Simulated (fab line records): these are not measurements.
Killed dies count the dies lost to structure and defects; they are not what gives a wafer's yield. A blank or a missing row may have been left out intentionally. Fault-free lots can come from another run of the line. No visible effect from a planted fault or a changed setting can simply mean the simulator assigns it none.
Which tool did it?    flow sky130    24 lots, 72 wafers sampled, at 6 steps of a route of 708

## WHAT THE GAUGES READ, wafer by wafer
SKY_VIA2_OVL_MEAS_13. Usual: VIA2_OVL -1 nm, standard deviation 4.8.
lot   measured      on          VIA2_OVL (nm)  flag
L074  day 36 07:06  overlay-01  -5 -8 -4       
L075  day 36 15:28  overlay-01  -4 -1 -7       
L076  day 37 21:50  overlay-01  -8 -9 0        
L077  day 37 23:58  overlay-01  -8 -4 -2       
L079  day 38 02:58  overlay-01  -4 -8 -5       
L078  day 38 03:38  overlay-02  5 0 3          
L080  day 38 03:59  overlay-02  6 6 6          
L081  day 38 08:32  overlay-02  0 -5 -3        
L082  day 38 23:08  overlay-01  3 5 0          
L083  day 39 03:07  overlay-01  4 -3 1         
L085  day 39 13:08  overlay-01  4 -1 -4        
L084  day 39 13:31  overlay-02  1 -2 1         
L086  day 40 05:52  overlay-02  -2 1 -4        
L089  day 41 09:31  overlay-02  3 9 3          
L087  day 41 10:58  overlay-01  0 -8 -6        
L088  day 41 11:06  overlay-02  -2 1 -3        
L090  day 41 12:38  overlay-02  4 -6 -1        
L091  day 41 14:23  overlay-01  -1 3 4         
L092  day 41 16:59  overlay-01  7 -3 2         
L093  day 41 18:26  overlay-02  -10 -8 -9      
L094  day 42 07:56  overlay-01  -2 0 2         
L095  day 42 12:50  overlay-02  -1 7 6         
L096  day 42 17:20  overlay-02  8 2 3          
L097  day 42 19:31  overlay-01  -2 -3 5        

SKY_VIA3_BOW_MEAS_03. Usual: VIA3_BOW 79 um, standard deviation 8.4.
lot   measured      on             VIA3_BOW (um)  flag
L074  day 38 14:41  film metro-03  83 92 79       
L075  day 38 23:14  film metro-02  79 79 85       
L076  day 40 03:10  film metro-01  76 72 65       
L077  day 40 04:01  film metro-03  95 83 87       
L079  day 40 07:46  film metro-03  82 84 83       
L078  day 40 09:11  film metro-02  75 83 75       
L080  day 40 09:17  film metro-01  88 72 76       
L081  day 40 13:06  film metro-01  82 84 78       
L082  day 41 08:01  film metro-01  79 85 79       
L083  day 41 09:14  film metro-02  82 86 70       
L085  day 41 18:16  film metro-03  68 64 66       
L084  day 41 19:09  film metro-02  71 81 98       
L086  day 42 09:07  film metro-01  75 72 70       
L089  day 43 11:30  film metro-01  81 79 82       
L087  day 43 12:56  film metro-01  83 78 80       
L088  day 43 13:26  film metro-03  86 73 83       
L090  day 43 13:31  film metro-02  82 86 92       
L091  day 43 15:02  film metro-02  76 87 74       
L092  day 43 18:01  film metro-02  60 71 69       
L093  day 43 19:07  film metro-02  79 87 76       
L094  day 44 08:10  film metro-02  76 96 92       
L095  day 44 13:43  film metro-02  84 87 85       
L096  day 44 18:01  film metro-02  82 88 81       
L097  day 44 20:02  film metro-02  85 69 87       

## TOOL THAT RAN EACH LOT (tool first, then ch and the chambers of the sampled wafers, then the start)
lot   SKY_METAL2_STRIP_20                   SKY_METAL3_SPUTTER_02         SKY_METAL3_DESCUM_15               SKY_METAL3_ETCH_16
L074  plasma asher-01 ch 0,1, day 35 03:52  pvd sputter-02, day 36 08:39  rie metal-04 ch 0,1, day 38 13:10  rie metal-04 ch 0,1, day 38 13:12
L075  plasma asher-03 ch 0,1, day 35 11:23  pvd sputter-03, day 36 19:01  rie metal-01 ch 1, day 38 21:46    rie metal-01 ch 1, day 38 21:47
L076  plasma asher-01 ch 0,1, day 36 18:26  pvd sputter-02, day 37 23:20  rie metal-03 ch 0,1, day 40 01:43  rie metal-03 ch 0,1, day 40 01:45
L077  plasma asher-03 ch 0,1, day 36 20:32  pvd sputter-01, day 38 01:27  rie metal-04 ch 0,1, day 40 02:33  rie metal-04 ch 0,1, day 40 02:35
L079  plasma asher-04 ch 0,1, day 36 23:21  pvd sputter-01, day 38 04:27  rie metal-04 ch 0,1, day 40 06:16  rie metal-04 ch 0,1, day 40 06:17
L078  plasma asher-03 ch 0,1, day 36 23:59  pvd sputter-01, day 38 05:06  rie metal-04 ch 0,1, day 40 07:24  rie metal-04 ch 0,1, day 40 07:26
L080  plasma asher-04 ch 0,1, day 37 00:20  pvd sputter-01, day 38 05:31  rie metal-03 ch 0,1, day 40 07:41  rie metal-03 ch 0,1, day 40 07:44
L081  plasma asher-03 ch 0,1, day 37 05:45  pvd sputter-03, day 38 10:01  rie metal-03 ch 0,1, day 40 11:40  rie metal-03 ch 0,1, day 40 11:41
L082  plasma asher-01 ch 0,1, day 37 20:38  pvd sputter-03, day 39 04:56  rie metal-04 ch 0,1, day 41 06:34  rie metal-04 ch 0,1, day 41 06:35
L083  plasma asher-04 ch 0,1, day 38 01:01  pvd sputter-01, day 39 06:44  rie metal-04 ch 0,1, day 41 07:46  rie metal-04 ch 0,1, day 41 07:48
L085  plasma asher-03 ch 0,1, day 38 12:10  pvd sputter-01, day 39 14:36  rie metal-03 ch 0,1, day 41 16:40  rie metal-03 ch 0,1, day 41 16:43
L084  plasma asher-03 ch 0,1, day 38 13:10  pvd sputter-02, day 39 15:01  rie metal-01 ch 0,1, day 41 17:16  rie metal-01 ch 0,1, day 41 17:18
L086  plasma asher-04 ch 0,1, day 39 01:28  pvd sputter-02, day 40 07:19  rie metal-01 ch 0,1, day 42 07:40  rie metal-01 ch 0,1, day 42 07:42
L089  plasma asher-01 ch 0,1, day 40 07:46  pvd sputter-02, day 41 11:00  rie metal-03 ch 1, day 43 09:55    rie metal-03 ch 1, day 43 10:00
L087  plasma asher-03 ch 0,1, day 40 08:45  pvd sputter-01, day 41 12:25  rie metal-03 ch 1, day 43 11:22    rie metal-03 ch 1, day 43 11:26
L088  plasma asher-01 ch 0,1, day 40 09:08  pvd sputter-03, day 41 12:34  rie metal-01 ch 0,1, day 43 11:43  rie metal-01 ch 0,1, day 43 11:46
L090  plasma asher-04 ch 0,1, day 40 10:41  pvd sputter-03, day 41 14:05  rie metal-04 ch 0,1, day 43 12:04  rie metal-04 ch 0,1, day 43 12:05
L091  plasma asher-04 ch 0,1, day 40 12:14  pvd sputter-02, day 41 15:49  rie metal-01 ch 0,1, day 43 13:25  rie metal-01 ch 0,1, day 43 13:28
L092  plasma asher-04 ch 0,1, day 40 14:41  pvd sputter-01, day 41 18:36  rie metal-04 ch 0,1, day 43 16:20  rie metal-04 ch 0,1, day 43 16:23
L093  plasma asher-01 ch 0,1, day 40 16:59  pvd sputter-03, day 41 20:02  rie metal-01 ch 0,1, day 43 17:19  rie metal-01 ch 0,1, day 43 17:22
L094  plasma asher-03 ch 0,1, day 41 07:36  pvd sputter-03, day 42 09:28  rie metal-04 ch 0, day 44 06:42    rie metal-04 ch 0, day 44 06:44
L095  plasma asher-01 ch 1, day 41 13:13    pvd sputter-03, day 42 14:16  rie metal-01 ch 0,1, day 44 12:12  rie metal-01 ch 0,1, day 44 12:14
L096  plasma asher-03 ch 0,1, day 41 16:44  pvd sputter-03, day 42 18:46  rie metal-01 ch 0,1, day 44 16:31  rie metal-01 ch 0,1, day 44 16:34
L097  plasma asher-04 ch 0,1, day 41 19:47  pvd sputter-03, day 42 20:58  rie metal-01 ch 0,1, day 44 18:31  rie metal-01 ch 0,1, day 44 18:32
- SKY_METAL2_STRIP_20: strips in O2/N2.
- SKY_METAL3_SPUTTER_02: material AlCu, target thk 735 nm, time 39.1 s.
- SKY_METAL3_DESCUM_15: chemistry O2, time 8 s.
- SKY_METAL3_ETCH_16: etches BARC in N2/H2, stops on SiO2, time 88.2 s, target depth 60 nm.

## AS READ BY THE TOOLS THEMSELVES (means over the sampled wafers that have a number; for cases with no such wafer, the mark the record gives instead)
SKY_METAL2_STRIP_20. Usual: chamber pressure mTorr 1500.0 mTorr, standard deviation 1.5; drypump motor current A 5.48 A, standard deviation 0.27; oes product au 0.343 a.u., standard deviation 0.0052; strip time to endpoint s 2.700 s, standard deviation 0.029.
lot   tool             chamber pressure mTorr (mTorr)  drypump motor current A (A)  oes product au (a.u.)  strip time to endpoint s (s)  flag
L074  plasma asher-01  1499.3                          5.10                         0.345                  2.733                         
L075  plasma asher-03  1498.9                          5.54                         0.339                  2.731                         
L076  plasma asher-01  1499.7                          5.09                         0.344                  2.683                         
L077  plasma asher-03  1501.8                          5.69                         0.342                  2.711                         
L079  plasma asher-04  1499.8                          5.68                         0.338                  2.653                         
L078  plasma asher-03  1499.8                          5.68                         0.343                  2.680                         
L080  plasma asher-04  1500.5                          5.69                         0.339                  2.731                         
L081  plasma asher-03  1500.0                          5.67                         0.350                  2.738                         
L082  plasma asher-01  1500.4                          5.11                         0.342                  2.707                         
L083  plasma asher-04  1498.7                          5.61                         0.342                  2.636                         
L085  plasma asher-03  1500.3                          5.54                         0.346                  2.680                         
L084  plasma asher-03  1500.9                          5.66                         0.342                  2.701                         
L086  plasma asher-04  1501.0                          5.60                         0.339                  2.706                         
L089  plasma asher-01  1499.6                          5.11                         0.340                  2.700                         
L087  plasma asher-03  1498.8                          5.66                         0.345                  2.699                         
L088  plasma asher-01  1498.5                          5.13                         0.349                  2.715                         
L090  plasma asher-04  1499.3                          5.62                         0.343                  2.668                         
L091  plasma asher-04  1498.9                          5.61                         0.339                  2.695                         
L092  plasma asher-04  1498.7                          5.63                         0.344                  2.704                         
L093  plasma asher-01  1499.8                          5.12                         0.348                  2.726                         
L094  plasma asher-03  1500.3                          5.54                         0.348                  2.721                         
L095  plasma asher-01  1499.8                          5.13                         0.345                  2.710                         
L096  plasma asher-03  1501.3                          5.54                         0.345                  2.710                         
L097  plasma asher-04  1499.8                          5.69                         0.340                  2.707                         

SKY_METAL3_SPUTTER_02. Usual: 30.4 % for throttle valve pct, sd 1.
lot   tool            throttle valve pct (%)  flag
L074  pvd sputter-02  30.9                    
L075  pvd sputter-03  30.5                    
L076  pvd sputter-02  30.6                    
L077  pvd sputter-01  29.3                    
L079  pvd sputter-01  29.4                    
L078  pvd sputter-01  29.3                    
L080  pvd sputter-01  29.9                    
L081  pvd sputter-03  30.9                    
L082  pvd sputter-03  30.3                    
L083  pvd sputter-01  30.5                    
L085  pvd sputter-01  29.5                    
L084  pvd sputter-02  31.0                    
L086  pvd sputter-02  30.7                    
L089  pvd sputter-02  31.1                    
L087  pvd sputter-01  29.2                    
L088  pvd sputter-03  31.4                    
L090  pvd sputter-03  30.2                    
L091  pvd sputter-02  30.8                    
L092  pvd sputter-01  29.5                    
L093  pvd sputter-03  31.0                    
L094  pvd sputter-03  30.8                    
L095  pvd sputter-03  30.8                    
L096  pvd sputter-03  30.8                    
L097  pvd sputter-03  31.0                    

SKY_METAL3_DESCUM_15. Usual: chamber pressure mTorr 9.999 mTorr, standard deviation 0.0097; drypump motor current A 5.4 A, standard deviation 0.49; oes product au 0.999 a.u., standard deviation 0.0067.
lot   tool          chamber pressure mTorr (mTorr)  drypump motor current A (A)  oes product au (a.u.)  flag
L074  rie metal-04  10.008                          5.0                          0.996                  
L075  rie metal-01  9.998                           6.2                          0.999                  
L076  rie metal-03  9.994                           5.7                          0.996                  
L077  rie metal-04  10.004                          5.0                          1.002                  
L079  rie metal-04  9.997                           5.1                          0.998                  
L078  rie metal-04  9.988                           5.0                          0.996                  
L080  rie metal-03  10.001                          5.7                          0.993                  
L081  rie metal-03  9.993                           5.7                          1.002                  
L082  rie metal-04  9.997                           5.1                          0.996                  
L083  rie metal-04  9.998                           5.0                          1.003                  
L085  rie metal-03  9.998                           5.7                          1.003                  
L084  rie metal-01  10.001                          5.8                          1.004                  
L086  rie metal-01  9.999                           5.8                          1.003                  
L089  rie metal-03  9.993                           5.5                          0.993                  
L087  rie metal-03  10.002                          5.5                          1.002                  
L088  rie metal-01  10.014                          5.5                          0.993                  
L090  rie metal-04  10.002                          5.1                          1.002                  
L091  rie metal-01  10.001                          5.8                          0.999                  
L092  rie metal-04  9.997                           5.0                          0.998                  
L093  rie metal-01  9.996                           5.5                          0.995                  
L094  rie metal-04  9.998                           5.2                          0.998                  
L095  rie metal-01  9.995                           5.5                          1.004                  
L096  rie metal-01  10.007                          5.8                          0.996                  
L097  rie metal-01  10.002                          5.8                          0.999                  

SKY_METAL3_ETCH_16. Usual: chamber pressure mTorr 29.99 mTorr, standard deviation 0.03; drypump motor current A 5.4 A, standard deviation 0.49; h2 flow sccm 200.1 sccm, standard deviation 0.6; oes product au 0.626 a.u., standard deviation 0.0048; throttle valve pct 13.205 %, standard deviation 0.0088.
lot   tool          chamber pressure mTorr (mTorr)  drypump motor current A (A)  h2 flow sccm (sccm)  oes product au (a.u.)  throttle valve pct (%)  flag
L074  rie metal-04  30.01                           5.0                          200.3                0.629                  13.212                  
L075  rie metal-01  29.99                           6.2                          200.1                0.626                  13.210                  
L076  rie metal-03  29.96                           5.7                          200.4                0.628                  13.201                  
L077  rie metal-04  30.00                           5.0                          200.4                0.624                  13.204                  
L079  rie metal-04  30.00                           5.1                          200.1                0.626                  13.206                  
L078  rie metal-04  30.02                           5.0                          199.6                0.627                  13.203                  
L080  rie metal-03  29.99                           5.7                          199.5                0.630                  13.205                  
L081  rie metal-03  30.01                           5.7                          199.9                0.621                  13.211                  
L082  rie metal-04  30.00                           5.1                          199.6                0.627                  13.201                  
L083  rie metal-04  30.00                           5.0                          200.2                0.626                  13.206                  
L085  rie metal-03  30.01                           5.7                          200.7                0.624                  13.210                  
L084  rie metal-01  30.01                           5.8                          199.7                0.627                  13.206                  
L086  rie metal-01  29.98                           5.8                          200.7                0.629                  13.207                  
L089  rie metal-03  29.96                           5.5                          199.7                0.625                  13.206                  
L087  rie metal-03  29.99                           5.5                          200.9                0.626                  13.206                  
L088  rie metal-01  29.98                           5.5                          199.8                0.628                  13.200                  
L090  rie metal-04  30.02                           5.0                          199.9                0.625                  13.206                  
L091  rie metal-01  30.00                           5.8                          200.1                0.626                  13.197                  
L092  rie metal-04  30.00                           5.1                          200.3                0.627                  13.213                  
L093  rie metal-01  29.99                           5.5                          200.6                0.628                  13.203                  
L094  rie metal-04  29.98                           5.1                          199.4                0.629                  13.198                  
L095  rie metal-01  30.00                           5.5                          200.4                0.623                  13.201                  
L096  rie metal-01  30.01                           5.8                          199.9                0.632                  13.198                  
L097  rie metal-01  30.03                           5.8                          200.6                0.626                  13.201                  

## THE ANSWER, worked out from the rows above alone
Rule: a lot counts as off when the mean over its wafers that have a number is more than 3 standard deviations away from the usual mean. Also off: a lot with no number at a reading for which 4 or more lots have one. Where the step has rows for the other lots, those lots are counted as sound. The gauges are gone through in route order, then the tools' own readings, and for those a lot's mean is taken as printed above. At the first step where some lot is off, the reading lying furthest off is the one used; lots without a number count as furthest.
None of the lots is off at any reading shown; this tells nothing.

## WHAT HAD BEEN PUT IN BY THE SIMULATOR
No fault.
